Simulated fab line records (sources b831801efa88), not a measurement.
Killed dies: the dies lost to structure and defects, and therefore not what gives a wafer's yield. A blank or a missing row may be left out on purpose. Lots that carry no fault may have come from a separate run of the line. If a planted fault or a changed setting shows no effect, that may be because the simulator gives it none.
fab line records | flow sky130
record lots=13 wafers=39 last-day=50
route steps=708 shown VIA2@528 METAL3@532 PAD_OPEN@708
lots with no fault: from the same line, run without faults
start-h: hours from the record's first day to the start of the lot's first wafer shown | wait-h: hours from the lot's prior step to this one | " the same as in the row above | L1.1+2: several wafers, shown together as one row | - no value present, or no start provided | * or withheld: withheld | < > ~ a bound
route shown NAME@n: names a module that has steps shown in the file, with the first one's number in the route | usual: mean/standard deviation of fault-free wafers | same: alike in all rows | chamber/n: place in a boat | sites: per-site readings | _std_site: the values' standard deviation | _edge_site: mean of outer sites minus mean of inner sites | radius-mm: how far each site lies from the wafer's centre | mask NAME#n: copy n | behind: the last tool/chamber to shape the wafer | hold: the reason the lot was held/the length of the hold in hours/how it ended | device: names the non-switching transistor (n, p or np) | end of line: tests of these same wafers at the route's end | for a step that has no rows: nothing shown but its recipe | killed: count of dies lost to structure and defects at first sort (not the wafer's yield) | map: shows each die of a wafer: x if killed, . if not, _ if none is there
set.NAME: the setting the step ran with; set.NAME@STEP: the setting that earlier step ran with | model.NAME: the simulator's own value behind a step, which no gauge read
steps of the route over a sample of lots; a table a step, a row a wafer
services: a tool's chamber out of use, with start hour (start-h, from the record's first day; less than 0 if before it), hours out, and reason
## steps
# step SKY_VIA2_CVD_21
# recipe material=W target-thk-nm=420 time-s=126.4 temp-c=400 pressure-torr=40
# usual heater-power-outer-w=513/44 heater-power-w=862/89
# columns lot.wafer tool chamber start-h wait-h heater-power-outer-w heater-power-w
L617.1 cvd-w-02 1 838.05 0.0 543 895
L617.3 " 0 " " 504 782
L617.5 " 1 " " 532 915
L618.1 cvd-w-02 1 841.52 0.0 522 894
L618.3 " 0 " " 486 769
L618.5 " 1 " " 549 901
L619.2 cvd-w-02 0 858.91 0.0 477 770
L619.3 " 0 " " 479 779
L619.4 " 1 " " 544 893
L620.1 cvd-w-01 1 861.10 0.0 578 952
L620.3 " 0 " " 509 899
L620.6 " 0 " " 499 880
L623.2 cvd-w-01 1 899.41 0.0 572 952
L623.3 " 1 " " 569 958
L623.4 " 0 " " 500 906
L625.2 cvd-w-01 0 917.06 0.0 515 886
L625.3 " 0 " " 521 909
L625.4 " 1 " " 567 951
L626.2 cvd-w-02 1 921.17 0.0 512 870
L626.3 " 0 " " 453 699
L626.5 " 0 " " 433 712
L630.2 cvd-w-01 1 953.21 0.0 575 930
L630.3 " 0 " " 522 909
L630.5 " 1 " " 579 924
L629.1 cvd-w-02 0 954.64 0.0 438 720
L629.2 " 0 " " 449 709
L629.6 " 0 " " 438 708
L633.1 cvd-w-02 0 967.01 0.0 440 718
L633.3 " 0 " " 461 701
L633.5 " 0 " " 445 713
L636.3 cvd-w-02 1 983.82 0.1 533 874
L636.4 " 0 " " 443 711
L636.5 " 1 " " 513 872
L638.1 cvd-w-01 0 996.49 0.0 508 901
L638.2 " 1 " " 564 956
L638.4 " 1 " " 578 933
L640.1 cvd-w-01 0 1008.24 0.0 514 914
L640.2 " 1 " " 572 950
L640.5 " 1 " " 571 970
# step SKY_METAL3_SPUTTER_00
# recipe material=Ti target-thk-nm=15 power-w=3000 time-s=10 chamber-pressure-pa=0.4
# usual throttle-valve-pct=29.4/0.93
# columns lot.wafer tool chamber start-h wait-h throttle-valve-pct
L617.1 pvd-sputter-04 - 838.66 0.1 30.2
L617.3 " - " " 29.5
L617.5 " - " " 27.8
L618.1 pvd-sputter-01 - 842.13 0.2 28.3
L618.3 " - " " 30.7
L618.5 " - " " 29.6
L619.2 pvd-sputter-01 - 859.55 0.2 30.5
L619.3 " - " " 28.5
L619.4 " - " " 30.4
L620.1 pvd-sputter-01 - 861.84 0.2 30.7
L620.3 " - " " 29.5
L620.6 " - " " 29.4
L623.2 pvd-sputter-03 - 900.02 0.1 28.3
L623.3 " - " " 28.4
L623.4 " - " " 29.9
L625.2 pvd-sputter-01 - 917.67 0.1 30.5
L625.3 " - " " 29.5
L625.4 " - " " 30.8
L626.2 pvd-sputter-01 - 921.78 0.1 30.6
L626.3 " - " " 29.6
L626.5 " - " " 29.6
L630.2 pvd-sputter-01 - 953.82 0.1 30.3
L630.3 " - " " 30.8
L630.5 " - " " 29.3
L629.1 pvd-sputter-01 - 955.38 0.2 30.6
L629.2 " - " " 30.5
L629.6 " - " " 29.4
L633.1 pvd-sputter-01 - 967.75 0.2 30.1
L633.3 " - " " 29.6
L633.5 " - " " 29.6
L636.3 pvd-sputter-03 - 984.39 0.1 29.7
L636.4 " - " " 28.0
L636.5 " - " " 28.2
L638.1 pvd-sputter-03 - 997.10 0.2 28.1
L638.2 " - " " 30.1
L638.4 " - " " 28.5
L640.1 pvd-sputter-04 - 1008.85 0.1 29.8
L640.2 " - " " 27.7
L640.5 " - " " 30.2
# step SKY_METAL3_SPUTTER_02
# recipe material=AlCu target-thk-nm=735 power-w=10600 time-s=39.1 chamber-pressure-pa=0.4
# usual throttle-valve-pct=29.4/0.95
# columns lot.wafer tool chamber start-h wait-h throttle-valve-pct
L617.1 pvd-sputter-04 - 838.71 0.0 30.1
L617.3 " - " " 29.7
L617.5 " - " " 27.8
L618.1 pvd-sputter-01 - 842.17 0.0 28.4
L618.3 " - " " 30.6
L618.5 " - " " 29.5
L619.2 pvd-sputter-01 - 859.60 0.0 30.7
L619.3 " - " " 28.7
L619.4 " - " " 30.2
L620.1 pvd-sputter-01 - 861.89 0.0 30.6
L620.3 " - " " 29.6
L620.6 " - " " 29.6
L623.2 pvd-sputter-03 - 900.11 0.0 28.2
L623.3 " - " " 28.3
L623.4 " - " " 29.9
L625.2 pvd-sputter-01 - 917.72 0.0 30.4
L625.3 " - " " 29.4
L625.4 " - " " 30.5
L626.2 pvd-sputter-01 - 921.83 0.0 30.8
L626.3 " - " " 29.6
L626.5 " - " " 29.6
L630.2 pvd-sputter-01 - 953.87 0.0 30.5
L630.3 " - " " 30.8
L630.5 " - " " 29.3
L629.1 pvd-sputter-01 - 955.43 0.0 30.7
L629.2 " - " " 30.3
L629.6 " - " " 29.6
L633.1 pvd-sputter-01 - 967.80 0.0 30.7
L633.3 " - " " 29.5
L633.5 " - " " 29.5
L636.3 pvd-sputter-03 - 984.43 0.0 30.0
L636.4 " - " " 28.4
L636.5 " - " " 28.4
L638.1 pvd-sputter-03 - 997.15 0.0 28.1
L638.2 " - " " 30.2
L638.4 " - " " 28.1
L640.1 pvd-sputter-04 - 1008.90 0.0 29.7
L640.2 " - " " 27.9
L640.5 " - " " 30.2
# step SKY_METAL3_SOFTBAKE_09
# recipe temp-c=100 time-s=90 resist=KrF-thick
# usual run-length-s=119.12/0.17
# columns lot.wafer tool chamber start-h wait-h run-length-s
L617.1 litho-track-01 0 878 - 119.01
L617.3 " 0 " " 118.96
L617.5 " 0 " " 119.17
L618.1 litho-track-01 0 881 - 118.90
L618.3 " 0 882 - 119.13
L618.5 " 0 " " 119.01
L619.2 litho-track-02 0 899 - 119.21
L619.3 " 0 " " 119.13
L619.4 " 0 " " 119.37
L620.1 litho-track-01 0 902 - 118.92
L620.3 " 0 " " 119.22
L620.6 " 0 " " 118.93
L623.2 litho-track-01 0 939 - 119.08
L623.3 " 0 " " 119.20
L623.4 " 0 " " 118.85
L625.2 litho-track-02 0 954 - 128.22
L625.3 " 0 " " 128.08
L625.4 " 0 " " 128.27
L626.2 litho-track-01 0 959 - 119.26
L626.3 " 0 " " 118.93
L626.5 " 0 " " 118.94
L630.2 litho-track-04 0 990 - 119.12
L630.3 " 0 " " 119.03
L630.5 " 0 " " 118.96
L629.1 litho-track-02 0 992 - 128.28
L629.2 " 0 " " 127.99
L629.6 " 0 " " 128.04
L633.1 litho-track-04 0 1002 - 118.99
L633.3 " 0 " " 119.17
L633.5 " 0 " " 119.36
L636.3 litho-track-01 0 1018 - 119.12
L636.4 " 0 1019 - 118.91
L636.5 " 0 " " 118.93
L638.1 litho-track-01 0 1032 - 118.84
L638.2 " 0 " " 118.81
L638.4 " 0 " " 118.86
L640.1 litho-track-01 0 1043 - 118.82
L640.2 " 0 " " 119.17
L640.5 " 0 " " 118.83
# step SKY_PAD_OPEN_PROBE_99
# usual defect-limited-yield=82.5/1.9 killed_at_M0_to_M3=44/7.3 killed_at_M4_up=3.1/1.9 killed-at-contacts=24/5.3 killed-at-front-end=15/4 killed-at-other=0.4/0.6 killed-dies=86/9.2 killed-open=47/6.9 killed-short=39/6.9 sort_bin_3_pad_short=0.8/0.41 sort_bin_5_function=10.6/1.5 sort_bin_6_memory=6.1/1.1 sort-n-pass=406/9.2 sort-yield-pct=82.5/1.9
# same gross-dies=492 killed-at-back-side=0 sort_bin_4_leakage[%]=0 sort_bin_8_speed[%]=0
# columns lot.wafer tool chamber start-h wait-h defect-limited-yield[%] killed_at_M0_to_M3 killed_at_M4_up killed-at-contacts killed-at-front-end killed-at-other killed-dies killed-open killed-short sort_bin_3_pad_short[%] sort_bin_5_function[%] sort_bin_6_memory[%] sort-n-pass sort-yield-pct[%]
L617.1 prober-02 - 1067.73 0.1 80.9 43 6 27 16 2 94 44 49 0.8 10.4 7.9 398 80.9
L617.3 prober-02 - 1067.83 0.2 79.5 61 4 22 14 0 101 53 48 0.6 12.8 7.1 391 79.5
L617.5 prober-02 - 1067.93 0.2 82.1 50 3 17 18 0 88 44 44 0.6 10.0 7.3 404 82.1
L618.1 prober-01 - 1068.43 0.1 84.6 40 5 21 9 1 76 41 35 0.8 10.2 4.5 416 84.6
L618.3 prober-01 - 1068.53 0.2 82.7 46 2 19 18 0 85 49 36 0.6 11.8 4.9 407 82.7
L618.5 prober-01 - 1068.63 0.2 82.1 40 3 21 24 0 88 48 40 1.4 11.2 5.3 404 82.1
L619.2 prober-02 - 1082.34 0.1 83.3 41 2 24 15 0 82 44 38 0.8 8.7 7.1 410 83.3
L619.3 prober-02 - 1082.39 0.2 82.9 40 6 20 18 0 84 41 43 1.2 10.2 5.7 408 82.9
L619.4 prober-02 - 1082.44 0.2 83.1 48 2 20 12 1 83 47 36 0 10.2 6.7 409 83.1
L620.1 prober-01 - 1085.78 0.1 81.5 49 5 25 11 1 91 52 38 0.4 10.0 8.1 401 81.5
L620.3 prober-01 - 1085.88 0.2 81.7 48 3 19 20 0 90 50 40 1.4 9.3 7.5 402 81.7
L620.6 prober-01 - 1086.03 0.2 87.0 34 2 14 13 1 64 33 31 1.0 7.3 4.7 428 87.0
L623.2 prober-02 - 1115.81 0.1 82.9 39 6 27 11 1 84 50 34 0.2 12.2 4.7 408 82.9
L623.3 prober-02 - 1115.86 0.2 83.9 47 3 18 11 0 79 40 39 0.8 10.4 4.9 413 83.9
L623.4 prober-02 - 1115.91 0.2 80.3 47 6 25 19 0 97 51 46 0.8 13.8 5.1 395 80.3
L625.2 prober-02 - 1124.57 0.1 81.9 46 4 21 18 0 89 43 46 0.2 11.6 6.3 403 81.9
L625.3 prober-02 - 1124.62 0.2 82.3 31 1 40 15 0 87 52 35 1.4 10.6 5.7 405 82.3
L625.4 prober-02 - 1124.67 0.2 82.5 38 2 28 18 0 86 40 46 1.4 10.8 5.3 406 82.5
L626.2 prober-01 - 1133.25 0.1 78.5 53 2 28 23 0 106 53 53 1.2 12.6 7.7 386 78.5
L626.3 prober-01 - 1133.30 0.2 82.1 43 2 28 15 0 88 54 34 0.8 11.2 5.9 404 82.1
L626.5 prober-01 - 1133.40 0.2 78.9 56 3 29 15 1 104 46 58 1.4 12.6 7.1 388 78.9
L629.1 prober-01 - 1154.72 0.1 83.7 45 2 20 13 0 80 46 34 1.2 10.4 4.7 412 83.7
L629.2 prober-01 - 1154.77 0.1 81.9 44 5 26 14 0 89 51 37 0.8 10.4 6.9 403 81.9
L629.6 prober-01 - 1154.97 0.2 83.9 40 1 21 16 1 79 36 43 0.6 8.9 6.5 413 83.9
L630.2 prober-02 - 1154.76 0.1 84.6 46 3 17 10 0 76 48 28 0.4 9.3 5.7 416 84.6
L630.3 prober-02 - 1154.81 0.2 82.1 37 7 30 14 0 88 42 46 0.6 11.0 6.3 404 82.1
L630.5 prober-02 - 1154.91 0.2 86.0 38 3 12 16 0 69 35 34 1.0 8.9 4.1 423 86.0
L633.1 prober-02 - 1167.40 0.1 81.9 47 0 28 13 1 89 52 37 0.2 10.6 7.3 403 81.9
L633.3 prober-02 - 1167.50 0.2 81.3 52 3 26 11 0 92 57 35 1.0 9.8 7.9 400 81.3
L633.5 prober-02 - 1167.60 0.2 85.2 32 2 25 14 0 73 46 27 0.4 9.8 4.7 419 85.2
L636.3 prober-02 - 1178.19 0.2 83.1 50 3 16 14 0 83 47 35 0.6 9.6 6.7 409 83.1
L636.4 prober-02 - 1178.24 0.2 86.0 37 2 19 11 0 69 33 36 1.2 7.1 5.7 423 86.0
L636.5 prober-02 - 1178.29 0.2 83.5 46 3 26 6 0 81 58 22 0.2 10.0 6.3 411 83.5
L638.1 prober-01 - 1188.79 0.1 85.6 37 4 24 6 0 71 36 34 0.6 8.3 5.5 421 85.6
L638.2 prober-01 - 1188.84 0.1 81.7 44 3 29 14 0 90 46 41 1.2 10.6 6.5 402 81.7
L638.4 prober-01 - 1188.94 0.2 81.7 44 5 26 14 1 90 46 43 1.2 11.0 6.1 402 81.7
L640.1 prober-01 - 1195.06 0.1 82.5 39 5 27 14 1 86 49 36 1.2 11.2 5.1 406 82.5
L640.2 prober-01 - 1195.11 0.1 81.7 42 5 29 13 1 90 54 33 0.4 9.8 8.1 402 81.7
L640.5 prober-01 - 1195.26 0.2 78.9 57 2 24 21 0 104 54 49 0 13.2 7.9 388 78.9
# killed by level:class
L617.1 LI_CONTACT:geometric-particle:open=8 FIELD_ISO:geometric-particle:open=7 VIA2:geometric-particle:open=7 CONTACT:geometric-particle:open=6 CONTACT:geometric-particle:short=6 VIA3:geometric-particle:short=6 METAL1:geometric-particle:short=5 VIA1:geometric-particle:open=5
L617.3 VIA1:geometric-particle:open=14 METAL2:geometric-particle:short=9 CONTACT:geometric-particle:open=8 VIA2:geometric-particle:open=7 METAL3:geometric-particle:short=7 LI_CONTACT:geometric-particle:open=6 VIA2:geometric-particle:short=6 VIA3:geometric-particle:open=5
L617.5 VIA1:geometric-particle:open=9 VIA2:geometric-particle:open=9 VIA1:geometric-particle:short=8 CONTACT:geometric-particle:short=6 METAL1:geometric-particle:short=6 LI_CONTACT:geometric-particle:open=5 VIA3:geometric-particle:open=5 FIELD_ISO:geometric-particle:short=4
L618.1 CONTACT:geometric-particle:open=10 VIA3:geometric-particle:open=9 VIA1:geometric-particle:open=8 VIA2:geometric-particle:open=7 CONTACT:geometric-particle:short=6 FIELD_ISO:geometric-particle:short=5 METAL2:geometric-particle:short=4 VIA2:geometric-particle:short=4
L618.3 VIA1:geometric-particle:open=13 CONTACT:geometric-particle:open=12 VIA2:geometric-particle:open=8 METAL1:geometric-particle:short=6 METAL2:geometric-particle:short=5 FIELD_ISO:geometric-particle:open=4 POLY_GATE:geometric-particle:short=4 SPACER:geometric-particle:short=4
L618.5 VIA1:geometric-particle:open=13 POLY_GATE:geometric-particle:open=6 CONTACT:geometric-particle:open=6 POLY_GATE:geometric-particle:short=5 SPACER:geometric-particle:open=5 LOCAL_INTERCONNECT:geometric-particle:short=5 METAL2:geometric-particle:short=5 VIA2:geometric-particle:short=5
L619.2 CONTACT:geometric-particle:open=8 VIA1:geometric-particle:open=7 LI_CONTACT:geometric-particle:open=6 VIA1:geometric-particle:short=6 FIELD_ISO:geometric-particle:open=5 CONTACT:geometric-particle:short=5 VIA3:geometric-particle:open=5 METAL3:geometric-particle:short=4
L619.3 VIA2:geometric-particle:open=9 VIA3:geometric-particle:open=7 CONTACT:geometric-particle:short=7 VIA1:geometric-particle:open=6 METAL2:geometric-particle:short=6 METAL4:geometric-particle:short=6 FIELD_ISO:geometric-particle:short=5 LOCAL_INTERCONNECT:geometric-particle:short=4
L619.4 VIA1:geometric-particle:open=11 CONTACT:geometric-particle:open=9 VIA3:geometric-particle:open=8 METAL1:geometric-particle:short=7 VIA2:geometric-particle:open=7 FIELD_ISO:geometric-particle:open=5 LI_CONTACT:geometric-particle:open=5 METAL2:geometric-particle:short=5
L620.1 VIA1:geometric-particle:open=12 CONTACT:geometric-particle:open=9 VIA2:geometric-particle:open=9 VIA3:geometric-particle:open=8 LI_CONTACT:geometric-particle:open=7 METAL1:geometric-particle:short=5 VIA3:geometric-particle:short=5 CONTACT:geometric-particle:short=4
L620.3 VIA1:geometric-particle:open=14 CONTACT:geometric-particle:open=12 METAL1:geometric-particle:short=9 VIA3:geometric-particle:open=6 POLY_GATE:geometric-particle:open=5 VIA1:geometric-particle:short=5 FIELD_ISO:geometric-particle:short=4 VIA2:geometric-particle:open=4
L620.6 CONTACT:geometric-particle:open=7 VIA1:geometric-particle:open=6 VIA3:geometric-particle:open=6 METAL1:geometric-particle:short=5 METAL2:geometric-particle:short=4 FIELD_ISO:geometric-particle:short=3 LI_CONTACT:geometric-particle:open=3 LOCAL_INTERCONNECT:geometric-particle:short=3
L623.2 CONTACT:geometric-particle:open=13 VIA1:geometric-particle:open=8 VIA3:geometric-particle:open=7 VIA2:geometric-particle:open=7 VIA2:geometric-particle:short=5 METAL2:geometric-particle:short=5 LI_CONTACT:geometric-particle:open=4 LOCAL_INTERCONNECT:geometric-particle:short=4
L623.3 VIA1:geometric-particle:open=9 CONTACT:geometric-particle:open=8 METAL2:geometric-particle:short=8 METAL1:geometric-particle:short=6 VIA3:geometric-particle:open=5 LI_CONTACT:geometric-particle:open=4 VIA2:geometric-particle:short=4 POLY_GATE:geometric-particle:open=3
L623.4 CONTACT:geometric-particle:open=15 METAL2:geometric-particle:short=9 VIA2:geometric-particle:open=9 VIA1:geometric-particle:open=6 METAL1:geometric-particle:short=6 FIELD_ISO:geometric-particle:short=5 VIA1:geometric-particle:short=5 POLY_GATE:geometric-particle:short=4
L625.2 VIA1:geometric-particle:open=11 CONTACT:geometric-particle:open=9 METAL2:geometric-particle:short=8 METAL1:geometric-particle:short=7 VIA1:geometric-particle:short=6 POLY_GATE:geometric-particle:short=5 LI_CONTACT:geometric-particle:open=5 CONTACT:geometric-particle:short=5
L625.3 CONTACT:geometric-particle:open=18 LI_CONTACT:geometric-particle:open=8 METAL2:geometric-particle:short=8 CONTACT:geometric-particle:short=7 VIA1:geometric-particle:open=6 POLY_GATE:geometric-particle:open=5 FIELD_ISO:geometric-particle:short=4 FIELD_ISO:geometric-particle:open=4
L625.4 CONTACT:geometric-particle:open=11 POLY_GATE:geometric-particle:short=8 VIA2:geometric-particle:open=8 CONTACT:geometric-particle:short=6 METAL1:geometric-particle:short=6 LI_CONTACT:geometric-particle:open=5 LOCAL_INTERCONNECT:geometric-particle:short=5 VIA3:geometric-particle:open=5
L626.2 VIA1:geometric-particle:open=9 METAL1:geometric-particle:short=9 CONTACT:geometric-particle:open=9 VIA2:geometric-particle:open=9 FIELD_ISO:geometric-particle:short=7 VIA3:geometric-particle:open=7 LI_CONTACT:geometric-particle:open=6 CONTACT:geometric-particle:short=6
L626.3 CONTACT:geometric-particle:open=14 VIA1:geometric-particle:open=11 VIA2:geometric-particle:open=8 POLY_GATE:geometric-particle:open=6 METAL1:geometric-particle:short=6 VIA3:geometric-particle:open=6 LI_CONTACT:geometric-particle:open=5 CONTACT:geometric-particle:short=4
L626.5 METAL1:geometric-particle:short=13 CONTACT:geometric-particle:open=11 VIA1:geometric-particle:open=9 VIA3:geometric-particle:open=8 LI_CONTACT:geometric-particle:open=7 METAL3:geometric-particle:short=7 LOCAL_INTERCONNECT:geometric-particle:short=6 FIELD_ISO:geometric-particle:short=5
L629.1 VIA1:geometric-particle:open=9 VIA3:geometric-particle:open=8 CONTACT:geometric-particle:open=6 LI_CONTACT:geometric-particle:open=6 METAL2:geometric-particle:short=6 VIA2:geometric-particle:open=6 POLY_GATE:geometric-particle:short=5 CONTACT:geometric-particle:short=4
L630.2 VIA1:geometric-particle:open=13 LI_CONTACT:geometric-particle:open=8 VIA2:geometric-particle:open=7 VIA3:geometric-particle:short=7 FIELD_ISO:geometric-particle:open=5 CONTACT:geometric-particle:open=5 VIA3:geometric-particle:open=5 VIA1:geometric-particle:short=4
L629.2 CONTACT:geometric-particle:open=10 VIA2:geometric-particle:open=10 VIA1:geometric-particle:open=9 LI_CONTACT:geometric-particle:open=6 CONTACT:geometric-particle:short=6 FIELD_ISO:geometric-particle:open=5 METAL1:geometric-particle:short=5 METAL2:geometric-particle:short=5
L630.3 CONTACT:geometric-particle:open=10 LI_CONTACT:geometric-particle:open=7 CONTACT:geometric-particle:short=6 VIA1:geometric-particle:open=6 METAL2:geometric-particle:short=6 VIA2:geometric-particle:open=6 METAL1:geometric-particle:short=5 FIELD_ISO:geometric-particle:short=4
L630.5 VIA1:geometric-particle:open=7 METAL1:geometric-particle:short=6 VIA3:geometric-particle:open=6 VIA1:geometric-particle:short=5 METAL2:geometric-particle:short=5 CONTACT:geometric-particle:open=4 VIA2:geometric-particle:open=4 FIELD_ISO:geometric-particle:open=3
L629.6 CONTACT:geometric-particle:open=9 CONTACT:geometric-particle:short=7 VIA1:geometric-particle:open=7 METAL1:geometric-particle:short=7 VIA1:geometric-particle:short=5 VIA3:geometric-particle:open=5 VIA3:geometric-particle:short=4 METAL2:geometric-particle:short=4
L633.1 VIA1:geometric-particle:open=15 LI_CONTACT:geometric-particle:open=13 CONTACT:geometric-particle:short=7 METAL1:geometric-particle:open=6 VIA3:geometric-particle:open=6 CONTACT:geometric-particle:open=5 VIA2:geometric-particle:open=5 VIA1:geometric-particle:short=5
L633.3 CONTACT:geometric-particle:open=15 VIA1:geometric-particle:open=14 METAL2:geometric-particle:short=8 VIA2:geometric-particle:open=6 VIA3:geometric-particle:short=6 LI_CONTACT:geometric-particle:open=5 VIA3:geometric-particle:open=5 METAL3:geometric-particle:short=4
L633.5 CONTACT:geometric-particle:open=14 VIA1:geometric-particle:open=10 POLY_GATE:geometric-particle:short=5 FIELD_ISO:geometric-particle:open=4 LI_CONTACT:geometric-particle:open=4 METAL1:geometric-particle:short=4 VIA2:geometric-particle:open=4 VIA3:geometric-particle:open=4
L636.3 VIA2:geometric-particle:open=10 METAL2:geometric-particle:short=8 VIA3:geometric-particle:open=8 CONTACT:geometric-particle:open=7 VIA1:geometric-particle:open=6 VIA2:geometric-particle:short=5 METAL1:geometric-particle:short=5 FIELD_ISO:geometric-particle:open=3
L636.4 METAL2:geometric-particle:short=7 VIA1:geometric-particle:open=6 CONTACT:geometric-particle:open=5 POLY_GATE:geometric-particle:open=4 CONTACT:geometric-particle:short=4 METAL1:geometric-particle:short=4 POLY_GATE:geometric-particle:short=3 LI_CONTACT:geometric-particle:open=3
L636.5 VIA1:geometric-particle:open=14 VIA3:geometric-particle:open=13 CONTACT:geometric-particle:open=12 VIA2:geometric-particle:open=8 LI_CONTACT:geometric-particle:open=5 LOCAL_INTERCONNECT:geometric-particle:short=4 VIA1:geometric-particle:short=4 VIA2:geometric-particle:short=3
L638.1 VIA1:geometric-particle:open=11 LOCAL_INTERCONNECT:geometric-particle:short=8 VIA1:geometric-particle:short=6 VIA2:geometric-particle:open=6 CONTACT:geometric-particle:short=5 LI_CONTACT:geometric-particle:open=4 CONTACT:geometric-particle:open=4 VIA3:geometric-particle:open=4
L638.2 CONTACT:geometric-particle:open=11 VIA1:geometric-particle:open=10 VIA1:geometric-particle:short=7 LI_CONTACT:geometric-particle:open=6 METAL1:geometric-particle:short=5 VIA3:geometric-particle:open=5 FIELD_ISO:geometric-particle:short=4 FIELD_ISO:geometric-particle:open=4
L638.4 LI_CONTACT:geometric-particle:open=12 VIA3:geometric-particle:open=8 METAL1:geometric-particle:short=6 VIA2:geometric-particle:open=6 METAL2:geometric-particle:short=5 VIA1:geometric-particle:open=5 METAL4:geometric-particle:short=5 POLY_GATE:geometric-particle:open=4
L640.1 CONTACT:geometric-particle:open=13 VIA1:geometric-particle:open=12 VIA2:geometric-particle:open=8 FIELD_ISO:geometric-particle:open=5 METAL4:geometric-particle:short=5 METAL1:geometric-particle:short=5 LI_CONTACT:geometric-particle:open=4 METAL3:geometric-particle:short=3
L640.2 CONTACT:geometric-particle:open=13 VIA1:geometric-particle:open=9 LI_CONTACT:geometric-particle:open=7 VIA3:geometric-particle:open=6 METAL2:geometric-particle:short=5 VIA1:geometric-particle:short=5 VIA2:geometric-particle:open=4 FIELD_ISO:geometric-particle:short=3
L640.5 METAL2:geometric-particle:short=11 CONTACT:geometric-particle:open=10 VIA1:geometric-particle:open=9 LI_CONTACT:geometric-particle:open=7 METAL1:geometric-particle:short=6 VIA2:geometric-particle:open=6 VIA1:geometric-particle:short=6 FIELD_ISO:geometric-particle:short=5
## services
# columns tool chamber start-h hours kind
pvd-sputter-01 - 831.40 0.6 repair
cvd-w-01 - 834.79 2.8 pm
pvd-sputter-03 - 859.20 7.4 repair
pvd-sputter-04 - 886.45 0.7 repair
cvd-w-02 - 904.00 14.0 pm
cvd-w-02 0 904.00 14.0 vent-cycle
cvd-w-02 1 904.00 14.0 vent-cycle
cvd-w-02 0 918.00 - clean
cvd-w-02 1 918.00 - clean
pvd-sputter-01 - 924.06 0.8 repair
litho-track-02 - 924.12 - consumable-replace:filter
pvd-sputter-03 - 931.83 0.7 repair
pvd-sputter-04 - 942.47 0.9 repair
cvd-w-02 1 947.51 24.7 repair
cvd-w-01 - 951.20 0.2 repair
pvd-sputter-04 - 962.60 4.6 repair
pvd-sputter-03 - 965.03 1.2 repair
cvd-w-02 1 974.59 5.8 repair
litho-track-04 - 1034.10 - consumable-replace:filter
pvd-sputter-03 - 1035.44 1.0 repair
## key
first-sign step=SKY_METAL3_SOFTBAKE_09 reading=run-length-s direction=up sigmas=54 usual=* struck=*
effect none on later readings
met-at SKY_METAL3_SOFTBAKE_09
struck-lots L625,L629
not-acting-at SKY_VIA2_CVD_21,SKY_METAL3_SPUTTER_00,SKY_METAL3_SPUTTER_02
onset-between 899 954
fault kind=process-parameter-drift tool=litho-track-02 chamber=- onset-h=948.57 steps=SKY_METAL3_SOFTBAKE_09 channel=time-s offset=* shape=step end-h=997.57 acts-in=* stated=*
